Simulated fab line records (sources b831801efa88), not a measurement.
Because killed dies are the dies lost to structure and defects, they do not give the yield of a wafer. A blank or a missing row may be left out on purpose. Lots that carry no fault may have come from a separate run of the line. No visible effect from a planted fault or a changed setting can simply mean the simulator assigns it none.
Comparing a struck lot with a sound one | flow sky130 | 43 out of 708 route steps
Sound: these wafers, L140.1, L140.2, L140.6. The struck wafers were L144.2, L144.3, L144.5. The cause comes at the end.
Per side, at each step with rows, come the tool, then ch with its chambers, and then its first start. Under that, the readings that differ: sound wafers | struck wafers | difference of the means | sigmas: that difference in standard deviations of wafers without a fault.
alike: same words and numbers on both sides, and readings whose means sit less than 2 such deviations apart. not compared: any withheld reading, any reading some wafer has no value for, any bound like >300 that may hide the same value, and any number with overlapping values for which the record gives no deviation.
The two part at a step that has a row with sigmas, a row that says differs or no value, or rows on one side only. When numbers do not overlap yet have no deviation, they are printed without sigmas and do not part them. Lack of a reading on every wafer of one side parts them only where that side has two or more wafers.

first, 1 step without rows for these wafers: SKY_VIA3_ETCH_14 (etches BARC in N2/H2, stops on SiO2, time 45.9 s, target depth 60 nm).
SKY_VIA3_ETCH_15: etches SiO2 in C4F8/O2/Ar, stops on TiN, target depth 507 nm, time 78 s.
  sound on rieDiel-03 ch 0,1,3, day 41 03:42; struck on rieDiel-03 ch 0,3, day 42 07:09
  alike: oesProductAu
  not compared: rfHoursCounterH
then, 6 steps without rows for these wafers: SKY_VIA3_STRIP_16 (strips in O2/N2); SKY_VIA3_STRIP_17 (strips in post etch residue remover, time 1200 s); SKY_VIA3_CLEAN_18 (cleans in IPA, time 180 s); SKY_VIA3_CLEAN_19 (cleans in O3/DIW); SKY_VIA3_SPUTTER_20 (material TiN, target thk 20 nm, time 80 s); SKY_VIA3_CVD_21 (deposits W, target thk 390 nm, time 117.31 s).
SKY_VIA3_RS_MEAS_22: the measuring method here is four-point-probe.
  sound on filmMetro-03 at day 41 04:38; struck on filmMetro-04 at day 42 08:03
  alike: VIA3_W_RS
SKY_VIA3_THK_MEAS_23: measures by xrf.
  sound on filmMetro-03 at day 41 04:45; struck on filmMetro-04 at day 42 08:10
reading         | sound       | struck      | difference | sigmas
VIA3_W_THK (nm) | 383 382 384 | 396 394 397 | +13        | +2
then, 2 steps without rows for these wafers: SKY_VIA3_CMP_24 (polishes, stops on SiO2, t overpolish 20 s, target thk 0 nm); SKY_METAL4_SPUTTER_00 (material Ti, target thk 15 nm, time 10 s).
SKY_METAL4_SPUTTER_01: material TiN, target thk 20 nm, time 16.7 s.
  sound on pvdSputter-01 at day 41 05:08; struck on pvdSputter-02 at day 42 08:32
  alike: throttleValvePct
then, 2 steps without rows for these wafers: SKY_METAL4_SPUTTER_02 (material AlCu, target thk 735 nm, time 39.1 s); SKY_METAL4_SPUTTER_03 (material Ti, target thk 5 nm, time 3.3 s).
SKY_METAL4_SPUTTER_04: material TiN, target thk 70 nm, time 58.3 s.
  sound on pvdSputter-01 at day 41 05:13; struck on pvdSputter-02 at day 42 08:37
  alike: throttleValvePct
SKY_CAP2M_CVD_00: deposits SiO2, target thk 15.5 nm.
  sound on pecvd-04 ch 1,2, day 41 05:16; struck on pecvd-04 ch 2, day 42 08:40
  alike: heaterPowerW
SKY_CAP2M_THK_MEAS_01:
  sound on filmMetro-01 at day 41 05:17; struck on filmMetro-01 at day 42 08:42
  alike: CAP2M_CVD_00_THK
SKY_CAP2M_SPUTTER_02: material TiN, target thk 200 nm, time 166.7 s.
  sound on pvdSputter-04 at day 41 05:21; struck on pvdSputter-03 at day 42 08:45
  alike: substrateTempC, throttleValvePct
SKY_CAP2M_RS_MEAS_03: the measuring method here is four-point-probe.
  sound on filmMetro-04 at day 41 05:28; struck on filmMetro-04 at day 42 08:53
  alike: CAP2M_TIN_RS
SKY_CAP2M_THK_MEAS_04: measures by xrf.
  sound on filmMetro-04 at day 41 05:35; struck on filmMetro-04 at day 42 08:59
  alike: CAP2M_TIN_THK
then, 7 steps without rows for these wafers: SKY_CAP2M_DEHYDRATE_05 (time 60 s); SKY_CAP2M_HMDS_06 (prime time 60 s); SKY_CAP2M_COAT_07 (resist thk 1140 nm); SKY_CAP2M_SOFTBAKE_08 (time 60 s); SKY_CAP2M_EXPOSE_09 (exposes mask CAP2M, target cd 1000 nm); SKY_CAP2M_PEB_10; SKY_CAP2M_DEVELOP_11 (develop time 60 s).
SKY_CAP2M_OVL_MEAS_12:
  sound on overlay-01 at day 42 05:05; struck on overlay-02 at day 43 07:46
reading        | sound       | struck         | difference | sigmas
CAP2M_OVL (nm) | 0.7 1.2 0.5 | -1.9 -4.2 -2.2 | -3.6       | -2
SKY_CAP2M_METAL_ETCH_13: etches TiN in Cl2/BCl3, stops on SiO2, target depth 220 nm, time 62.9 s.
  sound on rieMetal-03 ch 1, day 42 05:07; struck on rieMetal-02 ch 0,1, day 43 07:48
  alike: drypumpMotorCurrentA, oesProductAu, throttleValvePct
  not compared: rfHoursCounterH
then, 12 steps without rows for these wafers: SKY_CAP2M_STRIP_14 (strips in O2/N2); SKY_CAP2M_STRIP_15 (strips in post etch residue remover, time 1200 s); SKY_CAP2M_CLEAN_16 (cleans in IPA, time 180 s); SKY_CAP2M_CLEAN_17 (cleans in O3/DIW); SKY_METAL4_DEHYDRATE_05 (time 60 s); SKY_METAL4_HMDS_06 (prime time 60 s); SKY_METAL4_COAT_07 (resist thk 60 nm); SKY_METAL4_COAT_08 (resist thk 1140 nm); SKY_METAL4_SOFTBAKE_09 (time 92.46 s); SKY_METAL4_EXPOSE_10 (exposes mask MM4, target cd 300 nm); SKY_METAL4_PEB_11; SKY_METAL4_DEVELOP_12 (develop time 60 s).
-- the record jumps here: 5 days lie between the struck wafers' starts before and after (it left off in module METAL4 and takes up again in module PAD_OPEN, whose first step shown is number 708 of the route) --
SKY_PAD_OPEN_PROBE_99:
  sound on prober-02 at day 47 01:34; struck on prober-02 at day 47 23:35
reading                               | sound             | struck            | difference | sigmas
defectLimitedYield (%)                | 83.9 81.7 83.7    | 77.0 80.5 70.3    | -7.2       | -4
killed_at_M4_up                       | 0 4 1             | 44 16 48          | +34        | +18
killedDies                            | 79 90 80          | 113 96 146        | +35        | +4
sort_bin_3_pad_short (%)              | 0.8 0.8 0.8       | 2.6 1.4 3.0       | +1.5       | +4
sort_bin_5_function (%)               | 11.0 10.0 8.1     | 15.7 11.0 18.9    | +5.5       | +4
sortNPass                             | 413 402 412       | 379 396 346       | -35        | -4
sortYieldPct (%)                      | 83.9 81.7 83.7    | 77.0 80.5 70.3    | -7.2       | -4
model.etest.tester.sortNPass          | 413 402 412       | 379 396 346       | -35        | 
model.etest.tester.sortYieldPct (%)   | 83.94 81.71 83.74 | 77.03 80.49 70.33 | -7.18      | 
model.etest.tester.sort_bin_3_pct (%) | 0.813 0.813 0.813 | 2.642 1.423 3.049 | +1.558     | 
  alike: killed_at_M0_to_M3, killedAtContacts, killedAtFrontEnd, killedAtOther, killedOpen, killedShort, sort_bin_6_memory
  not compared: model.etest.tester.sort_bin_5_pct

## WHERE THEY PART
At SKY_VIA3_THK_MEAS_23 first; at SKY_PAD_OPEN_PROBE_99 last (within this record only).

WHY: whatever the simulator had introduced
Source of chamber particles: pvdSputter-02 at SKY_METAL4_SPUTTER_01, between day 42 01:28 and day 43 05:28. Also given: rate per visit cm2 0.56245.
